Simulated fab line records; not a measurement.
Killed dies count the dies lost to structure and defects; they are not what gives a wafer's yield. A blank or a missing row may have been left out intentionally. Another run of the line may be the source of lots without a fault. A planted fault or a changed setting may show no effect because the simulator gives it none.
Problem report in the 8D (eight disciplines) form, filled by code | flow sky130 | the parts of the form that need people (team, actions taken, sign-off) are left out

1. PROBLEM STATEMENT
At SKY_VT_ADJUST_HVTP_SOFTBAKE_03, heaterPowerTotalW averages 54.09 W over 6 wafers from 2 lots, while fault-free wafers read 56.59 W, standard deviation 0.044. That puts it -57 standard deviations away from the usual mean.
The step: time 60 s.
First observed at day 7 09:19: wafer L836.2, on lithoTrack-04. The record holds 42 wafers of 14 lots with a number at this step. By rule, "out" or "out of limits" means more than 4 standard deviations away from the usual mean. Any other wafer with a number is counted as sound.

2. WHAT IT IS; WHAT IT IS NOT
question                    | is                            | is not
which readings at this step | heaterPowerTotalW, plateTempC | exhaustPa
which lots                  | L836, L841                    | L829, L830, L831, L832, L834, L844, L847, L848, L849, L850, L851, L852
which wafers of those lots  | all that have a number        | -
read on which tools         | lithoTrack-04                 | lithoTrack-01, lithoTrack-02
when                        | from day 7 09:19              | up to then (15 sound wafers); but 21 sound wafers of L844, L847, L848, L849, L850, L851, L852 came after

3. THE SUSPECTS, EACH WITH WHAT RULES IT OUT
Counting: any tool at a process step up to the reading is kept as a suspect provided that every lot that is out went through it and no sound lot did after the first of them.
- lithoTrack-04 at SKY_VT_ADJUST_HVTP_SOFTBAKE_03 (time 60 s): ruled out as a lasting fault. Sound lots L851 ran on it after its first lot that is out, L836 (day 7 09:19).
Left after counting: nothing in the record.

4. THE CAUSE (what the simulator had put in)
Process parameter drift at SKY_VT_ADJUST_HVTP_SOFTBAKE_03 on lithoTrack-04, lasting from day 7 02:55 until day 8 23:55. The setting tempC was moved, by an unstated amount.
Counting ruled it out, wrongly.

5. THE CHAIN OF EFFECTS, in route order
Each row: a reading whose mean over the struck wafers that have a number lies more than 3 standard deviations from the usual. Readings are gone through only where the record gives a usual standard deviation; hours: the median, over the lots, of the time from a lot's start at the first step in this table giving one to that lot's start at this step; sigmas: the change measured in usual standard deviations.
hours | step                           | reading           | usual   | on struck wafers | change | sigmas
0     | SKY_VT_ADJUST_HVTP_SOFTBAKE_03 | heaterPowerTotalW | 56.59 W | 54.09            | -2.50  | -57
0     | SKY_VT_ADJUST_HVTP_SOFTBAKE_03 | plateTempC        | 89.98 C | 87.21            | -2.77  | -21
Process steps it contains:
- SKY_VT_ADJUST_HVTP_SOFTBAKE_03: time 60 s.

6. WHAT WOULD HAVE CAUGHT IT SOONER
6 hours passed between the start of the fault at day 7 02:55 and the first reading out of limits in this record, taken at day 7 09:19.
